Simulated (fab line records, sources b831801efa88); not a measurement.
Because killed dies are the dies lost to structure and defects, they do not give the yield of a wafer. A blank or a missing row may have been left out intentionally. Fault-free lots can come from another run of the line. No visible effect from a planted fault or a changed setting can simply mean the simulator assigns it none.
Which tool is to blame? | flow sky130 | 24 lots, 72 wafers sampled, at 4 steps of a route of 708

WHAT THE GAUGES READ, wafer by wafer
SKY_SD_N_TW_MEAS_12. Usual: SD_N_TW 3974, standard deviation 56.
lot  | measured     | on            | SD_N_TW        | flag
L075 | day 29 16:22 | film-metro-01 | 3993 3987 3979 |
L078 | day 29 17:15 | film-metro-01 | 3951 3973 3960 |
L076 | day 29 22:09 | film-metro-04 | 3910 3968 3927 |
L074 | day 29 22:33 | film-metro-01 | 3997 3973 3992 |
L077 | day 30 03:12 | film-metro-04 | 3925 3937 3919 |
L080 | day 30 11:49 | film-metro-04 | 3921 3914 3905 |
L079 | day 30 12:17 | film-metro-04 | 3919 3941 3932 |
L081 | day 30 16:17 | film-metro-01 | 3957 3993 3983 |
L082 | day 31 02:43 | film-metro-02 | 4080 4062 4051 |
L083 | day 31 14:31 | film-metro-02 | 4062 4053 4058 |
L084 | day 31 21:54 | film-metro-01 | 3951 3948 3941 |
L085 | day 31 23:06 | film-metro-02 | 4069 4061 4061 |
L086 | day 32 09:27 | film-metro-04 | 3910 3894 3891 |
L087 | day 32 15:40 | film-metro-02 | 4052 4032 4032 |
L088 | day 32 20:01 | film-metro-01 | 3942 3927 3946 |
L089 | day 33 06:12 | film-metro-01 | 3995 3957 3953 |
L090 | day 33 16:24 | film-metro-04 | 3921 3937 3936 |
L091 | day 33 20:30 | film-metro-02 | 4054 4041 4051 |
L092 | day 34 04:48 | film-metro-02 | 4067 4076 4077 |
L093 | day 34 11:57 | film-metro-01 | 3968 3964 3959 |
L094 | day 35 00:31 | film-metro-01 | 4020 4011 4006 |
L095 | day 35 06:11 | film-metro-04 | 3942 3916 3925 |
L096 | day 35 07:51 | film-metro-04 | 3916 3917 3908 |
L097 | day 35 16:22 | film-metro-04 | 3900 3911 3909 |

SKY_CONTACT_BOW_MEAS_05. Usual: CONTACT_BOW 83 um, standard deviation 7.6.
lot  | measured     | on            | CONTACT_BOW (um) | flag
L075 | day 32 04:22 | film-metro-04 | 80 81 84         |
L078 | day 32 05:31 | film-metro-03 | 77 72 69         |
L076 | day 32 10:25 | film-metro-03 | 88 84 80         |
L074 | day 32 10:43 | film-metro-04 | 89 92 101        |
L077 | day 32 14:05 | film-metro-01 | 82 88 78         |
L080 | day 32 22:10 | film-metro-04 | 80 89 92         |
L079 | day 32 23:01 | film-metro-01 | 72 81 95         |
L081 | day 33 02:59 | film-metro-01 | 84 85 80         |
L082 | day 33 11:45 | film-metro-01 | 82 75 79         |
L083 | day 33 23:19 | film-metro-03 | 105 78 75        |
L084 | day 34 07:05 | film-metro-03 | 75 81 66         |
L085 | day 34 08:08 | film-metro-03 | 81 79 83         |
L086 | day 34 19:18 | film-metro-04 | 86 85 77         |
L087 | day 35 00:04 | film-metro-01 | 77 79 70         |
L088 | day 35 06:02 | film-metro-03 | 88 94 74         |
L089 | day 35 14:39 | film-metro-04 | 96 91 93         |
L090 | day 36 00:33 | film-metro-03 | 84 74 86         |
L091 | day 36 05:20 | film-metro-03 | 74 86 84         |
L092 | day 36 12:59 | film-metro-04 | 96 69 78         |
L093 | day 36 20:32 | film-metro-01 | 93 82 93         |
L094 | day 37 09:13 | film-metro-03 | 81 87 85         |
L095 | day 37 14:05 | film-metro-04 | 91 87 81         |
L096 | day 37 15:59 | film-metro-04 | 84 76 87         |
L097 | day 38 00:52 | film-metro-04 | 90 79 74         |

SKY_VIA1_THK_MEAS_23: measures by xrf. Usual: VIA1_W_THK 276 nm, standard deviation 4.2.
lot  | measured     | on            | VIA1_W_THK (nm) | flag
L075 | day 35 16:20 | film-metro-01 | 269 265 275     |
L078 | day 35 17:06 | film-metro-01 | 269 270 267     |
L076 | day 35 23:28 | film-metro-01 | 271 271 269     |
L074 | day 35 23:28 | film-metro-02 | 275 279 277     |
L077 | day 36 01:41 | film-metro-04 | 278 277 280     |
L080 | day 36 09:49 | film-metro-02 | 278 281 283     |
L079 | day 36 11:28 | film-metro-02 | 279 276 278     |
L081 | day 36 15:18 | film-metro-04 | 277 280 276     |
L082 | day 37 00:17 | film-metro-04 | 277 280 278     |
L083 | day 37 09:38 | film-metro-02 | 277 273 277     |
L084 | day 37 16:53 | film-metro-01 | 271 273 271     |
L085 | day 37 19:29 | film-metro-02 | 276 278 281     |
L086 | day 38 06:02 | film-metro-02 | 277 279 277     |
L087 | day 38 10:18 | film-metro-04 | 280 278 277     |
L088 | day 38 14:34 | film-metro-02 | 280 283 274     |
L089 | day 39 00:01 | film-metro-04 | 277 283 281     |
L090 | day 39 13:05 | film-metro-01 | 272 270 271     |
L091 | day 39 13:45 | film-metro-01 | 279 271 277     |
L092 | day 39 20:06 | film-metro-02 | 280 279 276     |
L093 | day 40 02:46 | film-metro-04 | 278 276 277     |
L094 | day 40 16:01 | film-metro-01 | 269 267 270     |
L095 | day 40 21:11 | film-metro-02 | 280 281 284     |
L096 | day 40 22:16 | film-metro-02 | 277 271 275     |
L097 | day 41 06:37 | film-metro-01 | 277 275 279     |

TOOL THAT RAN EACH LOT (tool first, then ch and the chambers of the sampled wafers, then the start)
lot  | SKY_LI_CONTACT_CVD_21
L075 | cvd-w-01 ch 0,1, day 30 22:52
L078 | cvd-w-02 ch 0,1, day 30 23:53
L076 | cvd-w-01 ch 0, day 31 04:37
L074 | cvd-w-01 ch 0,1, day 31 05:14
L077 | cvd-w-01 ch 0,1, day 31 09:03
L080 | cvd-w-02 ch 0,1, day 31 17:27
L079 | cvd-w-02 ch 0,1, day 31 17:51
L081 | cvd-w-02 ch 0,1, day 31 22:07
L082 | cvd-w-02 ch 0,1, day 32 07:11
L083 | cvd-w-02 ch 0,1, day 32 18:47
L084 | cvd-w-01 ch 0,1, day 33 02:21
L085 | cvd-w-02 ch 0,1, day 33 03:56
L086 | cvd-w-02 ch 0,1, day 33 14:23
L087 | cvd-w-02 ch 0,1, day 33 19:12
L088 | cvd-w-02 ch 1, day 34 00:18
L089 | cvd-w-01 ch 0,1, day 34 10:36
L090 | cvd-w-02 ch 0,1, day 34 20:29
L091 | cvd-w-02 ch 0,1, day 35 01:09
L092 | cvd-w-02 ch 0, day 35 09:35
L093 | cvd-w-01 ch 1, day 35 16:24
L094 | cvd-w-01 ch 0,1, day 36 04:25
L095 | cvd-w-01 ch 0,1, day 36 09:56
L096 | cvd-w-01 ch 0,1, day 36 11:38
L097 | cvd-w-01 ch 0,1, day 36 20:43
- SKY_LI_CONTACT_CVD_21: deposits W, target thk 400 nm, time 120.56 s.

AS READ BY THE TOOLS THEMSELVES (means over the sampled wafers that have a number; for cases with no such wafer, the mark the record gives instead)
SKY_LI_CONTACT_CVD_21. Usual: 844 W for heater-power-w, sd 42.
lot  | tool     | heater-power-w (W) | flag
L075 | cvd-w-01 | 821                |
L078 | cvd-w-02 | 819                |
L076 | cvd-w-01 | 855                |
L074 | cvd-w-01 | 842                |
L077 | cvd-w-01 | 856                |
L080 | cvd-w-02 | 861                |
L079 | cvd-w-02 | 850                |
L081 | cvd-w-02 | 835                |
L082 | cvd-w-02 | 830                |
L083 | cvd-w-02 | 824                |
L084 | cvd-w-01 | 866                |
L085 | cvd-w-02 | 857                |
L086 | cvd-w-02 | 858                |
L087 | cvd-w-02 | 820                |
L088 | cvd-w-02 | 796                |
L089 | cvd-w-01 | 849                |
L090 | cvd-w-02 | 833                |
L091 | cvd-w-02 | 866                |
L092 | cvd-w-02 | 890                |
L093 | cvd-w-01 | 831                |
L094 | cvd-w-01 | 845                |
L095 | cvd-w-01 | 842                |
L096 | cvd-w-01 | 836                |
L097 | cvd-w-01 | 833                |

THE ANSWER, worked out from the rows above alone
Rule: take the mean of a lot's wafers that have a number; if it is more than 3 standard deviations from the usual mean, the lot is off. A lot without any number at a reading at which 4 lots or more have one is off too. Any other lot the step has rows for is counted as sound. First the gauges in route order, then the tools' own readings, where a lot's mean is used as printed above. At the first step where some lot is off, the reading lying furthest off is the one used; lots without a number count as furthest.
No lot is off at any reading shown: from this, nothing can be told.

WHAT THE SIMULATOR PUT IN
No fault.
